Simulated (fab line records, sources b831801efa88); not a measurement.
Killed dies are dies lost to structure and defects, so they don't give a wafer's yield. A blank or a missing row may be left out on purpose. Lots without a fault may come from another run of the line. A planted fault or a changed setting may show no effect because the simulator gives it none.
fab line records | flow gf180mcu
record lots=24 wafers=72 last_day=34
route steps=602 shown V3@433 MIM@510 V5@543 TOP_METAL@573
lots that met no fault: from a run of the same line without faults
start_h: hours from the record's first day to the start of the lot's first wafer shown | wait_h: hours since the lot's step before | " the same as in the row above | L1.1+2: a row that stands for several wafers | - no value, or no start given | * or withheld: withheld | < > ~ a bound
route shown NAME@n: a module of which the file shows steps, and the number in the route of the first | usual: mean/standard deviation of fault-free wafers | same: alike in all rows | chamber/n: place in a boat | sites: the reading at each site | _std_site: their standard deviation | _edge_site: outer sites' mean less inner sites' | radius_mm: how far each site lies from the wafer's centre | mask NAME#n: copy n | behind: the tool/chamber that last shaped the wafer | hold: why the lot was held/for how many hours/how that ended | device: the transistor (n, p or np) that didn't switch | end of line: the same wafers' tests at the end of the route | a step without rows: its recipe alone | killed: dies lost to structure and defects at the first sort, not the wafer's yield | map: a wafer's dies, x killed, . not, _ none there
set.NAME: the setting as run; set.NAME@STEP: as run at that earlier step | model.NAME: the simulator's own value behind a step, which no gauge read
steps of the route over a sample of lots; a table a step, a row a wafer
services: from which hour (start_h, from the record's first day; less than 0 if before it) a tool's chamber was out of use, for how many hours, and why
## steps
# step GF_V3_CMP_04
# recipe material=SiO2 down_force_psi=4 platen_rpm=60 pad_velocity_m_s=0.94248
# usual motor_current_A=12.1/0.81 retaining_ring_pressure_frac=1.000/0.0047 slurry_flow_ml_min=149.9/0.47 time_to_endpoint_s=78/5.5
# columns lot.wafer tool chamber start_h wait_h motor_current_A retaining_ring_pressure_frac slurry_flow_ml_min time_to_endpoint_s
L074.4 cmp-02 3 480.27 0.1 13.4 1.006 149.2 84
L074.2 " 0 " " 13.2 0.997 150.0 80
L074.6 " 2 " " 11.9 1.002 149.0 83
L075.3 cmp-01 2 495.43 0.0 12.4 0.992 150.5 79
L075.2 " 1 " " 11.4 1.002 149.4 70
L075.6 " 2 " " 11.9 1.000 149.9 76
L076.1 cmp-01 2 498.26 0.1 12.1 1.005 151.0 76
L076.2 " 0 " " 11.9 1.002 149.7 82
L076.5 " 2 " " 11.8 1.005 150.1 89
L077.1 cmp-01 0 508.85 0.1 12.4 1.000 150.4 72
L077.4 " 3 " " 11.7 0.997 149.9 80
L077.6 " 0 " " 12.1 0.994 150.6 80
L078.3 cmp-02 3 521.06 0.0 13.4 0.994 150.2 71
L078.4 " 1 " " 10.7 0.993 149.5 76
L078.6 " 0 " " 12.7 0.991 149.5 79
L079.3 cmp-01 0 531.00 0.2 11.6 1.001 149.4 81
L079.6 " 3 " " 11.7 0.993 149.9 73
L079.5 " 0 " " 12.1 1.000 149.9 82
L080.3 cmp-01 1 536.16 0.0 13.0 1.007 150.2 70
L080.4 " 0 " " 11.9 1.000 150.2 82
L080.6 " 2 " " 12.0 0.992 150.3 86
L081.2 cmp-02 1 552.09 0.2 9.6 0.993 149.5 76
L081.5 " 2 " " 12.1 1.001 148.9 82
L081.6 " 3 " " 13.5 0.999 150.3 83
L082.1 cmp-02 1 552.29 0.1 10.9 1.005 150.2 82
L082.2 " 3 " " 12.3 1.003 149.9 70
L082.5 " 1 " " 9.9 1.001 149.4 80
L083.2 cmp-01 0 566.17 0.0 12.6 1.001 149.7 85
L083.3 " 2 " " 12.2 0.999 150.1 69
L083.4 " 3 " " 11.9 0.993 149.9 77
L084.1 cmp-02 2 573.37 0.1 11.6 1.003 149.9 75
L084.3 " 3 " " 13.5 1.011 150.4 75
L084.5 " 2 " " 12.6 1.005 150.0 87
L085.2 cmp-01 1 586.61 0.1 12.3 0.995 149.6 72
L085.1 " 2 " " 11.7 0.999 150.5 66
L085.5 " 1 " " 12.2 0.997 149.1 73
L086.4 cmp-01 0 587.60 0.1 12.6 0.998 150.2 82
L086.3 " 1 " " 11.8 0.999 149.4 76
L086.5 " 0 " " 11.9 0.993 150.4 87
L087.3 cmp-02 3 601.72 0.0 13.0 1.006 150.2 74
L087.1 " 0 " " 12.6 1.000 149.2 79
L087.5 " 0 " " 13.0 0.994 149.4 88
L088.4 cmp-01 0 609.27 0.0 11.9 1.000 150.0 83
L088.1 " 2 " " 12.2 0.999 150.1 71
L088.6 " 0 " " 12.9 1.008 150.0 86
L089.1 cmp-02 1 619.17 0.1 10.1 1.003 149.4 78
L089.5 " 1 " " 10.6 0.999 149.9 79
L089.6 " 2 " " 11.9 1.002 150.2 81
L090.3 cmp-02 3 633.22 0.0 12.9 1.009 150.0 66
L090.2 " 2 " " 11.8 1.007 149.7 75
L090.5 " 0 " " 13.1 0.993 149.6 73
L091.4 cmp-02 3 642.91 0.1 12.7 1.002 150.1 78
L091.2 " 0 " " 13.5 1.003 150.9 71
L091.6 " 2 " " 11.8 0.995 150.4 86
L092.4 cmp-02 0 648.99 0.1 13.8 1.003 150.8 84
L092.2 " 1 " " 10.3 0.996 149.9 80
L092.6 " 2 " " 12.1 1.005 149.7 85
L093.3 cmp-01 3 650.30 0.1 12.2 1.001 149.7 72
L093.4 " 0 " " 12.3 0.998 150.0 92
L093.6 " 2 " " 12.3 0.997 149.6 82
L094.2 cmp-01 0 654.96 0.1 11.9 0.994 150.2 85
L094.4 " 1 " " 12.0 0.996 150.1 75
L094.5 " 1 " " 12.1 1.000 150.0 74
L095.3 cmp-01 1 657.48 0.0 12.4 1.003 150.4 72
L095.1 " 2 " " 11.9 1.000 150.5 72
L095.2 " 3 " " 12.4 0.999 149.8 68
L096.4 cmp-02 2 665.22 0.0 11.8 1.004 149.8 88
L096.5 " 2 " " 12.5 1.008 149.6 83
L096.6 " 3 " " 12.9 1.004 150.4 83
L097.3 cmp-02 0 673.62 0.1 12.9 1.008 149.4 79
L097.1 " 2 " " 12.1 1.005 150.1 80
L097.5 " 3 " " 13.4 1.004 149.5 77
# step GF_V3_CD_MEAS_14
# recipe target_cd_nm=260
# usual cd_nm=259.9/1.4
# columns lot.wafer tool chamber start_h wait_h cd_nm
L074.2 cd_sem-01 - 503.91 0.1 258.8
L074.4 " - " " 261.3
L074.6 " - " " 260.6
L075.2 cd_sem-01 - 519.33 0.1 259.6
L075.3 " - " " 260.2
L075.6 " - " " 260.2
L076.1 cd_sem-02 - 521.39 0.1 259.2
L076.2 " - " " 259.0
L076.5 " - " " 259.4
L077.1 cd_sem-01 - 532.34 0.1 259.8
L077.4 " - " " 260.1
L077.6 " - " " 259.2
L078.3 cd_sem-02 - 544.15 0.1 261.1
L078.4 " - " " 260.1
L078.6 " - " " 259.9
L079.3 cd_sem-01 - 553.35 0.1 260.6
L079.5 " - " " 263.6
L079.6 " - " " 261.4
L080.3 cd_sem-01 - 558.23 0.1 261.6
L080.4 " - " " 260.1
L080.6 " - " " 261.2
L081.2 cd_sem-01 - 573.98 0.1 261.1
L081.5 " - " " 259.4
L081.6 " - " " 259.5
L082.1 cd_sem-02 - 574.14 0.1 262.9
L082.2 " - " " 262.2
L082.5 " - " " 262.2
L083.2 cd_sem-02 - 588.11 0.1 259.1
L083.3 " - " " 259.6
L083.4 " - " " 260.4
L084.1 cd_sem-02 - 594.89 0.1 258.9
L084.3 " - " " 257.9
L084.5 " - " " 257.3
L085.1 cd_sem-01 - 608.24 0.1 259.2
L085.2 " - " " 258.6
L085.5 " - " " 258.9
L086.3 cd_sem-02 - 609.25 0.1 258.3
L086.4 " - " " 259.4
L086.5 " - " " 258.0
L087.1 cd_sem-02 - 622.49 0.1 261.7
L087.3 " - " " 262.0
L087.5 " - " " 261.8
L088.1 cd_sem-02 - 629.94 0.1 259.6
L088.4 " - " " 259.4
L088.6 " - " " 260.4
L089.1 cd_sem-02 - 639.59 0.1 262.7
L089.5 " - " " 261.2
L089.6 " - " " 261.9
L090.2 cd_sem-02 - 653.46 0.1 260.2
L090.3 " - " " 261.7
L090.5 " - " " 260.5
L091.2 cd_sem-02 - 661.76 0.1 259.9
L091.4 " - " " 260.4
L091.6 " - " " 261.0
L092.2 cd_sem-02 - 668.41 0.1 259.6
L092.4 " - " " 258.0
L092.6 " - " " 257.9
L093.3 cd_sem-02 - 669.73 0.1 260.3
L093.4 " - " " 259.3
L093.6 " - " " 260.2
L094.2 cd_sem-02 - 674.01 0.1 259.1
L094.4 " - " " 259.9
L094.5 " - " " 258.4
L095.1 cd_sem-02 - 676.76 0.1 258.2
L095.2 " - " " 257.8
L095.3 " - " " 258.1
L096.4 cd_sem-02 - 684.05 0.1 258.8
L096.5 " - " " 259.0
L096.6 " - " " 258.9
L097.1 cd_sem-01 - 692.34 0.1 257.8
L097.3 " - " " 258.2
L097.5 " - " " 257.6
# step GF_MIM_SPUTTER_07
# recipe material=TiN target_thk_nm=60 power_w=6500 time_s=50 chamber_pressure_pa=0.4
# usual throttle_valve_pct=29.3/1.1
# columns lot.wafer tool chamber start_h wait_h throttle_valve_pct
L074.2 pvd_sputter-01 - 553.37 0.0 28.9
L074.4 " - " " 30.9
L074.6 " - " " 30.6
L075.2 pvd_sputter-04 - 568.50 0.0 28.6
L075.3 " - " " 31.0
L075.6 " - " " 31.1
L076.1 pvd_sputter-04 - 570.62 0.1 30.8
L076.2 " - " " 28.4
L076.5 " - " " 28.1
L077.1 pvd_sputter-02 - 582.28 0.1 29.3
L077.4 " - " " 27.7
L077.6 " - " " 29.2
L078.3 pvd_sputter-01 - 591.59 0.0 28.8
L078.4 " - " " 30.7
L078.6 " - " " 31.2
L079.3 pvd_sputter-01 - 602.06 0.0 29.1
L079.5 " - " " 28.6
L079.6 " - " " 28.9
L080.3 pvd_sputter-02 - 605.89 0.0 28.0
L080.4 " - " " 29.6
L080.6 " - " " 29.2
L081.2 pvd_sputter-04 - 620.82 0.0 27.8
L081.5 " - " " 28.8
L081.6 " - " " 31.1
L082.1 pvd_sputter-02 - 621.42 0.1 30.0
L082.2 " - " " 29.0
L082.5 " - " " 29.5
L083.2 pvd_sputter-02 - 635.42 0.0 29.0
L083.3 " - " " 30.0
L083.4 " - " " 29.3
L084.1 pvd_sputter-02 - 640.16 0.1 29.4
L084.3 " - " " 30.2
L084.5 " - " " 30.1
L085.1 pvd_sputter-02 - 653.10 0.1 30.1
L085.2 " - " " 29.6
L085.5 " - " " 30.2
L086.3 pvd_sputter-02 - 653.71 0.0 28.9
L086.4 " - " " 29.7
L086.5 " - " " 29.9
L087.1 pvd_sputter-04 - 666.15 0.1 31.3
L087.3 " - " " 28.2
L087.5 " - " " 30.8
L088.1 pvd_sputter-02 - 672.12 0.1 27.9
L088.4 " - " " 29.0
L088.6 " - " " 30.1
L089.1 pvd_sputter-02 - 683.13 0.1 29.7
L089.5 " - " " 30.0
L089.6 " - " " 29.4
L090.2 pvd_sputter-01 - 695.97 0.0 28.5
L090.3 " - " " 30.7
L090.5 " - " " 30.9
L091.2 pvd_sputter-01 - 704.82 0.0 28.9
L091.4 " - " " 28.8
L091.6 " - " " 28.9
L092.2 pvd_sputter-04 - 709.89 0.0 28.5
L092.4 " - " " 27.9
L092.6 " - " " 28.6
L093.3 pvd_sputter-04 - 712.44 0.0 27.9
L093.4 " - " " 28.6
L093.6 " - " " 27.7
L094.2 pvd_sputter-01 - 715.19 0.0 30.7
L094.4 " - " " 29.2
L094.5 " - " " 31.0
L095.1 pvd_sputter-02 - 718.13 0.1 27.8
L095.2 " - " " 28.9
L095.3 " - " " 30.4
L096.4 pvd_sputter-04 - 724.49 0.0 27.9
L096.5 " - " " 27.9
L096.6 " - " " 31.2
L097.1 pvd_sputter-04 - 733.66 0.1 31.0
L097.3 " - " " 28.4
L097.5 " - " " 28.7
# step GF_V5_THK_MEAS_03
# recipe reads=SiO2_of_V5_CVD_02
# usual V5_CVD_02_THK=1441/19
# columns lot.wafer tool chamber start_h wait_h V5_CVD_02_THK[nm]
L074.2 film_metro-03 - 597.40 0.1 1425
L074.4 " - " " 1463
L074.6 " - " " 1470
L075.2 film_metro-02 - 611.81 0.1 1409
L075.3 " - " " 1457
L075.6 " - " " 1436
L076.1 film_metro-02 - 614.60 0.1 1421
L076.2 " - " " 1431
L076.5 " - " " 1449
L077.1 film_metro-03 - 625.60 0.1 1452
L077.4 " - " " 1467
L077.6 " - " " 1485
L078.3 film_metro-04 - 634.47 0.1 1450
L078.4 " - " " 1451
L078.6 " - " " 1436
L079.3 film_metro-02 - 643.75 0.1 1422
L079.5 " - " " 1440
L079.6 " - " " 1427
L080.3 film_metro-02 - 648.29 0.1 1398
L080.4 " - " " 1467
L080.6 " - " " 1454
L081.2 film_metro-03 - 661.59 0.1 1419
L081.5 " - " " 1441
L081.6 " - " " 1453
L082.1 film_metro-02 - 662.60 0.1 1420
L082.2 " - " " 1423
L082.5 " - " " 1447
L083.2 film_metro-03 - 675.38 0.1 1435
L083.3 " - " " 1432
L083.4 " - " " 1446
L084.1 film_metro-02 - 679.76 0.1 1433
L084.3 " - " " 1460
L084.5 " - " " 1432
L085.1 film_metro-03 - 692.69 0.1 1418
L085.2 " - " " 1403
L085.5 " - " " 1416
L086.3 film_metro-03 - 693.19 0.1 1441
L086.4 " - " " 1468
L086.5 " - " " 1448
L087.1 film_metro-02 - 704.44 0.1 1396
L087.3 " - " " 1430
L087.5 " - " " 1455
L088.1 film_metro-03 - 711.02 0.1 1428
L088.4 " - " " 1457
L088.6 " - " " 1458
L089.1 film_metro-02 - 719.89 0.1 1442
L089.5 " - " " 1459
L089.6 " - " " 1479
L090.2 film_metro-02 - 733.23 0.1 1418
L090.3 " - " " 1427
L090.5 " - " " 1426
L091.2 film_metro-04 - 740.36 0.1 1430
L091.4 " - " " 1446
L091.6 " - " " 1457
L092.2 film_metro-04 - 745.70 0.1 1433
L092.4 " - " " 1476
L092.6 " - " " 1464
L093.3 film_metro-03 - 747.61 0.1 1452
L093.4 " - " " 1461
L093.6 " - " " 1460
L094.2 film_metro-03 - 750.87 0.1 1416
L094.4 " - " " 1465
L094.5 " - " " 1434
L095.1 film_metro-02 - 754.20 0.1 1422
L095.2 " - " " 1444
L095.3 " - " " 1426
L096.4 film_metro-02 - 759.61 0.0 1451
L096.5 " - " " 1416
L096.6 " - " " 1453
L097.1 film_metro-04 - 768.50 0.1 1453
L097.3 " - " " 1444
L097.5 " - " " 1475
# step GF_V5_STRIP_18
# recipe chemistry=O2/N2 power_w=1400 pressure_mtorr=1500 platen_temp_c=250 o2_flow_sccm=3000 n2_flow_sccm=300 overash_fraction=0.5
# usual drypump_motor_current_A=5.90/0.25 heater_power_w=373/39 oes_product_au=0.568/0.0049
# columns lot.wafer tool chamber start_h wait_h drypump_motor_current_A heater_power_w oes_product_au rf_hours_counter_h
L074.2 plasma_asher-01 0 618.92 - 5.88 397 0.569 19
L074.4 " 1 " " 5.57 370 0.568 -
L074.6 " 1 " " 5.54 367 0.560 -
L075.2 plasma_asher-01 1 632.92 - 5.56 379 0.567 20
L075.3 " 0 " " 5.84 400 0.565 -
L075.6 " 1 " " 5.58 368 0.560 -
L076.1 plasma_asher-04 0 635.55 - 6.25 407 0.568 100
L076.2 " 1 " " 6.05 316 0.568 100
L076.5 " 1 " " 6.02 318 0.564 -
L077.1 plasma_asher-01 0 646.22 - 5.87 408 0.565 22
L077.4 " 0 " " 5.86 397 0.571 -
L077.6 " 1 " " 5.52 367 0.576 -
L078.3 plasma_asher-01 1 654.91 - 5.58 364 0.561 -
L078.4 " 0 " " 5.86 400 0.574 -
L078.6 " 1 " " 5.61 377 0.574 -
L079.3 plasma_asher-01 1 664.21 - 5.58 366 0.565 -
L079.5 " 1 " " 5.55 370 0.563 -
L079.6 " 0 " " 5.86 413 0.562 -
L080.3 plasma_asher-02 0 668.41 - 5.93 313 0.572 -
L080.4 " 1 " " 6.13 313 0.573 -
L080.6 " 0 " " 5.93 306 0.569 -
L081.2 plasma_asher-04 1 681.92 - 6.08 313 0.567 103
L081.5 " 0 " " 6.22 418 0.571 -
L081.6 " 1 " " 6.06 323 0.573 -
L082.1 plasma_asher-04 1 682.92 - 6.07 327 0.567 103
L082.2 " 0 " " 6.26 403 0.570 103
L082.5 " 0 " " 6.27 411 0.570 -
L083.2 plasma_asher-02 0 694.52 - 5.93 318 0.566 62
L083.3 " 0 " " 5.93 318 0.569 -
L083.4 " 1 " " 6.13 312 0.561 -
L084.1 plasma_asher-04 1 698.60 - 6.06 320 0.566 105
L084.3 " 1 " " 6.04 316 0.564 -
L084.5 " 1 " " 6.07 323 0.570 -
L085.1 plasma_asher-04 0 711.52 - 6.26 414 0.566 106
L085.2 " 1 " " 6.08 329 0.568 106
L085.5 " 0 " " 6.22 420 0.570 -
L086.3 plasma_asher-01 0 711.90 - 5.87 412 0.573 -
L086.4 " 1 " " 5.54 365 0.569 -
L086.5 " 1 " " 5.57 370 0.563 -
L087.1 plasma_asher-01 1 722.20 - 5.55 370 0.573 29
L087.3 " 1 " " 5.52 372 0.566 -
L087.5 " 0 " " 5.86 404 0.572 -
L088.1 plasma_asher-01 1 729.22 - 5.54 371 0.567 30
L088.4 " 0 " " 5.86 401 0.569 -
L088.6 " 1 " " 5.53 375 0.560 -
L089.1 plasma_asher-01 0 737.67 - 5.92 408 0.574 31
L089.5 " 0 " " 5.85 405 0.564 -
L089.6 " 1 " " 5.56 372 0.569 -
L090.2 plasma_asher-04 1 750.90 - 6.07 329 0.587 1
L090.3 " 0 " " 6.26 433 0.568 -
L090.5 " 1 " " 6.08 326 0.576 -
L091.2 plasma_asher-01 0 757.75 - 5.87 414 0.569 33
L091.4 " 1 " " 5.57 369 0.574 -
L091.6 " 1 " " 5.52 372 0.569 -
L092.2 plasma_asher-01 0 762.62 - 5.88 408 0.570 34
L092.4 " 0 " " 5.85 419 0.566 -
L092.6 " 0 " " 5.86 401 0.571 -
L093.3 plasma_asher-01 0 765.03 - 5.86 404 0.569 -
L093.4 " 1 " " 5.60 364 0.571 -
L093.6 " 0 " " 5.90 400 0.559 -
L094.2 plasma_asher-04 1 767.67 - 6.09 329 0.561 2
L094.4 " 1 " " 6.06 334 0.561 -
L094.5 " 0 " " 6.24 419 0.573 -
L095.1 plasma_asher-04 1 773.50 - 6.05 327 0.572 3
L095.2 " 0 " " 6.23 431 0.563 3
L095.3 " 0 " " 6.25 428 0.572 -
L096.4 plasma_asher-02 0 776.30 - 5.93 317 0.575 -
L096.5 " 1 " " 6.11 318 0.563 -
L096.6 " 0 " " 5.94 310 0.564 -
L097.1 plasma_asher-01 0 784.02 - 5.88 409 0.565 36
L097.3 " 1 " " 5.55 368 0.575 -
L097.5 " 1 " " 5.53 369 0.569 -
# step GF_TOP_METAL_THK_MEAS_06
# recipe thk_meas_gauge=xrf reads=AlCu_of_TOP_METAL_SPUTTER_02
# usual TOP_METAL_ALCU_THK=898/12
# columns lot.wafer tool chamber start_h wait_h TOP_METAL_ALCU_THK[nm]
L074.2 film_metro-01 - 620.50 0.1 893
L074.4 " - " " 897
L074.6 " - " " 885
L075.2 film_metro-03 - 634.52 0.1 898
L075.3 " - " " 907
L075.6 " - " " 908
L076.1 film_metro-02 - 637.12 0.1 910
L076.2 " - " " 900
L076.5 " - " " 908
L077.1 film_metro-02 - 647.79 0.1 904
L077.4 " - " " 901
L077.6 " - " " 903
L078.3 film_metro-03 - 656.47 0.1 884
L078.4 " - " " 898
L078.6 " - " " 889
L079.3 film_metro-01 - 665.76 0.1 918
L079.5 " - " " 913
L079.6 " - " " 910
L080.3 film_metro-01 - 669.99 0.1 890
L080.4 " - " " 895
L080.6 " - " " 883
L081.2 film_metro-03 - 683.50 0.1 881
L081.5 " - " " 889
L081.6 " - " " 873
L082.1 film_metro-02 - 684.49 0.1 906
L082.2 " - " " 916
L082.5 " - " " 908
L083.2 film_metro-03 - 696.32 0.1 910
L083.3 " - " " 900
L083.4 " - " " 897
L084.1 film_metro-01 - 700.17 0.1 906
L084.3 " - " " 903
L084.5 " - " " 902
L085.1 film_metro-03 - 713.11 0.1 913
L085.2 " - " " 899
L085.5 " - " " 909
L086.3 film_metro-02 - 713.49 0.1 902
L086.4 " - " " 903
L086.5 " - " " 914
L087.1 film_metro-03 - 723.79 0.1 919
L087.3 " - " " 898
L087.5 " - " " 907
L088.1 film_metro-03 - 730.79 0.1 890
L088.4 " - " " 898
L088.6 " - " " 884
L089.1 film_metro-02 - 739.24 0.1 904
L089.5 " - " " 919
L089.6 " - " " 913
L090.2 film_metro-02 - 752.51 0.1 893
L090.3 " - " " 907
L090.5 " - " " 893
L091.2 film_metro-03 - 759.52 0.1 896
L091.4 " - " " 898
L091.6 " - " " 892
L092.2 film_metro-02 - 764.30 0.1 901
L092.4 " - " " 895
L092.6 " - " " 893
L093.3 film_metro-01 - 766.65 0.1 908
L093.4 " - " " 901
L093.6 " - " " 897
L094.2 film_metro-03 - 769.25 0.1 885
L094.4 " - " " 886
L094.5 " - " " 882
L095.1 film_metro-03 - 775.58 0.1 894
L095.2 " - " " 892
L095.3 " - " " 887
L096.4 film_metro-01 - 777.87 0.1 881
L096.5 " - " " 887
L096.6 " - " " 886
L097.1 film_metro-03 - 785.60 0.1 887
L097.3 " - " " 888
L097.5 " - " " 897
## services
# columns tool chamber start_h hours kind
cmp-01 - 467.28 1.7 repair
pvd_sputter-02 - 499.35 1.5 repair
plasma_asher-01 - 500.61 1.1 repair
plasma_asher-04 - 524.14 3.7 repair
cmp-01 - 549.98 8.9 pm
pvd_sputter-04 - 552.83 0.6 repair
cmp-01 - 572.00 4.0 pm
pvd_sputter-04 - 579.72 5.8 repair
cmp-02 - 587.50 1.1 repair
cmp-02 - 602.02 6.0 pm
cmp-01 - 627.92 12.9 pm
cmp-02 - 641.93 0.5 repair
cmp-02 - 654.31 5.0 repair
pvd_sputter-02 - 666.11 0.9 repair
plasma_asher-01 - 672.65 7.4 repair
plasma_asher-01 - 672.86 0.9 repair
cmp-01 - 675.06 2.6 repair
cmp-01 - 694.84 1.6 repair
pvd_sputter-02 - 697.17 0.5 repair
cmp-01 - 700.89 1.0 repair
pvd_sputter-02 - 744.08 6.6 repair
cmp-02 - 744.21 4.0 pm
cmp-02 - 754.44 8.8 pm
cmp-02 - 773.03 2.2 repair
## key
fault none
